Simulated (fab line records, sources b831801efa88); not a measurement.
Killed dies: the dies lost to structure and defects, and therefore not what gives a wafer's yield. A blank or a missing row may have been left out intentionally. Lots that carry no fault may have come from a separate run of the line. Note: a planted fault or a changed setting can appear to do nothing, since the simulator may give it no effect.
Which tool was responsible? | flow sky130 | 12 lots, 36 wafers sampled, at 5 steps of a route of 708

WHAT EACH GAUGE READ, for each wafer
No reading from a measuring or inspecting step in the record can be judged against a usual standard deviation.

TOOL THAT RAN EACH LOT (tool first, then ch and the chambers of the sampled wafers, then the start)
lot  | SKY_VIA4_STRIP_13                    | SKY_PASSIVATION_CVD_00          | SKY_PASSIVATION_CVD_02          | SKY_PASSIVATION_STRIP_12             | SKY_PAD_OPEN_PROBE_99
L232 | plasma-asher-03 ch 0,1, day 42 14:04 | pecvd-03 ch 0,2, day 43 15:06   | pecvd-02 ch 1,2, day 43 15:12   | plasma-asher-03 ch 0,1, day 44 13:52 | prober-02, day 45 14:11
L233 | plasma-asher-01 ch 0,1, day 43 02:47 | pecvd-04 ch 0,1, day 44 03:59   | pecvd-03 ch 0,1,2, day 44 04:04 | plasma-asher-01 ch 0,1, day 45 02:27 | prober-02, day 46 02:05
L234 | plasma-asher-01 ch 0,1, day 43 08:52 | pecvd-02 ch 0,1,2, day 44 10:12 | pecvd-04 ch 0, day 44 10:17     | plasma-asher-04 ch 0,1, day 45 08:09 | prober-02, day 46 07:20
L236 | plasma-asher-02 ch 0,1, day 44 01:16 | pecvd-02 ch 0,1, day 45 02:12   | pecvd-03 ch 1,2, day 45 02:18   | plasma-asher-01 ch 0,1, day 45 23:48 | prober-02, day 46 22:44
L237 | plasma-asher-03 ch 0,1, day 44 20:19 | pecvd-04 ch 0,1,2, day 45 20:17 | pecvd-03 ch 0,1, day 45 20:23   | plasma-asher-03 ch 0,1, day 46 17:04 | prober-02, day 47 15:37
L239 | plasma-asher-01 ch 0,1, day 45 02:36 | pecvd-02 ch 0,1, day 46 01:38   | pecvd-03 ch 1,2, day 46 01:43   | plasma-asher-04 ch 0,1, day 46 22:06 | prober-02, day 47 20:11
L240 | plasma-asher-02 ch 0,1, day 45 08:27 | pecvd-03 ch 0,2, day 46 07:17   | pecvd-04 ch 0,1,2, day 46 07:22 | plasma-asher-04 ch 1, day 47 03:52   | prober-02, day 48 02:08
L243 | plasma-asher-02 ch 0,1, day 45 22:16 | pecvd-02 ch 0,1, day 46 20:50   | pecvd-04 ch 0,1,2, day 46 20:55 | plasma-asher-04 ch 0,1, day 47 17:22 | prober-02, day 48 14:54
L244 | plasma-asher-02 ch 0,1, day 46 04:48 | pecvd-02 ch 0,1,2, day 47 04:05 | pecvd-03 ch 0,1,2, day 47 04:16 | plasma-asher-01 ch 0,1, day 48 00:08 | prober-02, day 48 21:26
L250 | plasma-asher-02 ch 0,1, day 47 17:51 | pecvd-03 ch 0,1, day 48 14:47   | pecvd-02 ch 0,1,2, day 48 14:52 | plasma-asher-03 ch 0,1, day 49 08:18 | prober-02, day 50 03:53
L253 | plasma-asher-02 ch 0,1, day 48 09:01 | pecvd-04 ch 0,1,2, day 49 05:23 | pecvd-02 ch 1,2, day 49 05:28   | plasma-asher-01 ch 1, day 49 23:10   | prober-02, day 50 17:35
L255 | plasma-asher-01 ch 0, day 48 14:19   | pecvd-04 ch 0,2, day 49 11:13   | pecvd-03 ch 0,1, day 49 11:19   | plasma-asher-03 ch 1, day 50 04:31   | prober-02, day 51 00:55
- SKY_VIA4_STRIP_13: strips in O2/N2.
- SKY_PASSIVATION_CVD_00: deposits SiO2, target thk 90 nm.
- SKY_PASSIVATION_CVD_02: deposits Si3N4, target thk 540 nm.
- SKY_PASSIVATION_STRIP_12: strips in O2/N2.
- SKY_PAD_OPEN_PROBE_99

WHAT THE TOOLS THEMSELVES READ (means of the sampled wafers that have a number; where no wafer has one, the mark that the record gives instead)
SKY_VIA4_STRIP_13. Usual: drypump-motor-current-A 5.6 A, standard deviation 0.62; oes-product-au 0.710 a.u., standard deviation 0.0043; strip-time-to-endpoint-s 12.799 s, standard deviation 0.03.
lot  | tool            | drypump-motor-current-A (A) | oes-product-au (a.u.) | strip-time-to-endpoint-s (s) | flag
L232 | plasma-asher-03 | 6.0                         | 0.708                 | 12.806                       |
L233 | plasma-asher-01 | 4.9                         | 0.710                 | 12.793                       |
L234 | plasma-asher-01 | 4.9                         | 0.711                 | 12.789                       |
L236 | plasma-asher-02 | 6.2                         | 0.708                 | 12.830                       |
L237 | plasma-asher-03 | 6.0                         | 0.712                 | 12.827                       |
L239 | plasma-asher-01 | 4.9                         | 0.709                 | 12.775                       |
L240 | plasma-asher-02 | 6.0                         | 0.712                 | 12.801                       |
L243 | plasma-asher-02 | 6.0                         | 0.708                 | 12.802                       |
L244 | plasma-asher-02 | 6.0                         | 0.711                 | 12.813                       |
L250 | plasma-asher-02 | 6.0                         | 0.712                 | 12.806                       |
L253 | plasma-asher-02 | 6.0                         | 0.712                 | 12.801                       |
L255 | plasma-asher-01 | 4.8                         | 0.705                 | 12.791                       |

SKY_PASSIVATION_CVD_00. Usual: heater-power-outer-w 410 W, standard deviation 81; heater-power-w 710 W, standard deviation 120.
lot  | tool     | heater-power-outer-w (W) | heater-power-w (W) | flag
L232 | pecvd-03 | 410                      | 704                |
L233 | pecvd-04 | 394                      | 674                |
L234 | pecvd-02 | 363                      | 659                |
L236 | pecvd-02 | 338                      | 601                |
L237 | pecvd-04 | 419                      | 730                |
L239 | pecvd-02 | 417                      | 728                |
L240 | pecvd-03 | 447                      | 727                |
L243 | pecvd-02 | 398                      | 712                |
L244 | pecvd-02 | 391                      | 685                |
L250 | pecvd-03 | 519                      | 829                |
L253 | pecvd-04 | 375                      | 659                |
L255 | pecvd-04 | 370                      | 667                |

SKY_PASSIVATION_CVD_02. Usual: heater-power-outer-w 463 W, standard deviation 100; heater-power-w 776 W, standard deviation 140.
lot  | tool     | heater-power-outer-w (W) | heater-power-w (W) | flag
L232 | pecvd-02 | 389                      | 676                |
L233 | pecvd-03 | 568                      | 900                |
L234 | pecvd-04 | 378                      | 658                |
L236 | pecvd-03 | 533                      | 874                |
L237 | pecvd-03 | 545                      | 881                |
L239 | pecvd-03 | 563                      | 907                |
L240 | pecvd-04 | 412                      | 725                |
L243 | pecvd-04 | 452                      | 762                |
L244 | pecvd-03 | 503                      | 825                |
L250 | pecvd-02 | 398                      | 697                |
L253 | pecvd-02 | 360                      | 651                |
L255 | pecvd-03 | 634                      | 990                |

SKY_PASSIVATION_STRIP_12. Usual: drypump-motor-current-A 5.5 A, standard deviation 0.61; oes-product-au 0.661 a.u., standard deviation 0.0046; strip-time-to-endpoint-s 31.56 s, standard deviation 0.13.
lot  | tool            | drypump-motor-current-A (A) | oes-product-au (a.u.) | strip-time-to-endpoint-s (s) | flag
L232 | plasma-asher-03 | 6.0                         | 0.663                 | 31.46                        |
L233 | plasma-asher-01 | 4.9                         | 0.656                 | 31.36                        |
L234 | plasma-asher-04 | 5.4                         | 0.663                 | 31.63                        |
L236 | plasma-asher-01 | 4.9                         | 0.661                 | 31.47                        |
L237 | plasma-asher-03 | 6.0                         | 0.665                 | 31.61                        |
L239 | plasma-asher-04 | 5.9                         | 0.661                 | 31.64                        |
L240 | plasma-asher-04 | 4.9                         | 0.658                 | 31.56                        |
L243 | plasma-asher-04 | 5.4                         | 0.656                 | 31.61                        |
L244 | plasma-asher-01 | 4.9                         | 0.663                 | 31.64                        |
L250 | plasma-asher-03 | 6.0                         | 0.660                 | 31.64                        |
L253 | plasma-asher-01 | 5.0                         | 0.661                 | 31.36                        |
L255 | plasma-asher-03 | 6.0                         | 0.662                 | 31.59                        |

SKY_PAD_OPEN_PROBE_99. Usual: defect-limited-yield 82.6 %, standard deviation 2.1; killed_at_M0_to_M3 42, standard deviation 7.6; killed_at_M4_up 3.4, standard deviation 2; killed-at-contacts 24, standard deviation 5.9; killed-at-front-end 16, standard deviation 4.5; killed-at-other 0.4, standard deviation 0.58; killed-dies 86, standard deviation 10; killed-on-rim 17, standard deviation 4.2; killed-open 47, standard deviation 7.6; killed-short 39, standard deviation 6.7; sort_bin_3_pad_short 0.9 %, standard deviation 0.42; sort_bin_5_function 10.3 %, standard deviation 1.7; sort_bin_6_memory 6.2 %, standard deviation 1.2; sort-n-pass 406, standard deviation 10; sort-yield-pct 82.6 %, standard deviation 2.1.
lot  | tool      | defect-limited-yield (%) | killed_at_M0_to_M3 | killed_at_M4_up | killed-at-contacts | killed-at-front-end | killed-at-other | killed-dies | killed-on-rim | killed-open | killed-short | sort_bin_3_pad_short (%) | sort_bin_5_function (%) | sort_bin_6_memory (%) | sort-n-pass | sort-yield-pct (%) | flag
L232 | prober-02 | 84.5                     | 41                 | 2.0             | 20                 | 13                  | 0.0             | 76          | 15            | 41          | 35           | 0.8                      | 9.7                     | 5.0                   | 416         | 84.5               |
L233 | prober-02 | 83.4                     | 37                 | 4.7             | 24                 | 15                  | 0.3             | 82          | 17            | 43          | 39           | 1.2                      | 9.2                     | 6.2                   | 410         | 83.4               |
L234 | prober-02 | 81.6                     | 43                 | 3.3             | 22                 | 21                  | 1.0             | 90          | 18            | 47          | 42           | 1.2                      | 9.8                     | 7.4                   | 402         | 81.6               |
L236 | prober-02 | 82.4                     | 41                 | 2.7             | 24                 | 19                  | 0.0             | 86          | 18            | 48          | 38           | 0.9                      | 11.0                    | 5.7                   | 406         | 82.4               |
L237 | prober-02 | 83.5                     | 33                 | 3.3             | 26                 | 19                  | 0.0             | 81          | 17            | 45          | 36           | 0.9                      | 10.5                    | 5.1                   | 411         | 83.5               |
L239 | prober-02 | 82.8                     | 44                 | 3.0             | 21                 | 16                  | 0.0             | 84          | 15            | 42          | 42           | 0.5                      | 10.0                    | 6.7                   | 408         | 82.8               |
L240 | prober-02 | 80.3                     | 54                 | 2.0             | 26                 | 14                  | 0.3             | 97          | 19            | 54          | 43           | 1.1                      | 10.5                    | 8.0                   | 395         | 80.3               |
L243 | prober-02 | 84.8                     | 35                 | 4.3             | 24                 | 11                  | 0.0             | 75          | 18            | 42          | 33           | 0.6                      | 9.8                     | 4.8                   | 417         | 84.8               |
L244 | prober-02 | 81.1                     | 48                 | 3.0             | 24                 | 17                  | 1.0             | 93          | 18            | 47          | 45           | 0.9                      | 11.2                    | 6.8                   | 399         | 81.1               |
L250 | prober-02 | 80.2                     | 44                 | 20.0            | 19                 | 14                  | 0.3             | 97          | 23            | 43          | 36           | 1.5                      | 10.5                    | 7.7                   | 395         | 80.2               | OFF
L253 | prober-02 | 79.1                     | 40                 | 21.0            | 28                 | 13                  | 0.3             | 103         | 27            | 50          | 36           | 1.7                      | 12.1                    | 7.0                   | 389         | 79.1               | OFF
L255 | prober-02 | 83.2                     | 44                 | 3.3             | 22                 | 14                  | 0.0             | 83          | 17            | 46          | 37           | 0.8                      | 10.6                    | 5.4                   | 409         | 83.2               |

THE ANSWER, worked out from the rows above alone
Rule: a lot is off if the mean of its wafers that have a number lies more than 3 standard deviations from the usual mean. A lot without any number at a reading at which 4 lots or more have one is off too. Any other lot the step has rows for is counted as sound. First the gauges in route order, then the tools' own readings, where a lot's mean is used as printed above. At the first step where some lot is off, the reading lying furthest off is the one used; lots without a number count as furthest.
Off: L250, L253, at SKY_PAD_OPEN_PROBE_99 (killed_at_M4_up).
A tool fits if, at that step or a process step before it, it ran every lot that is off, and no sound lot after the first of them. Can't be told from this: 2 tools fit, plasma-asher-02 at SKY_VIA4_STRIP_13, pecvd-02 at SKY_PASSIVATION_CVD_02.

WHAT THE SIMULATOR PUT IN
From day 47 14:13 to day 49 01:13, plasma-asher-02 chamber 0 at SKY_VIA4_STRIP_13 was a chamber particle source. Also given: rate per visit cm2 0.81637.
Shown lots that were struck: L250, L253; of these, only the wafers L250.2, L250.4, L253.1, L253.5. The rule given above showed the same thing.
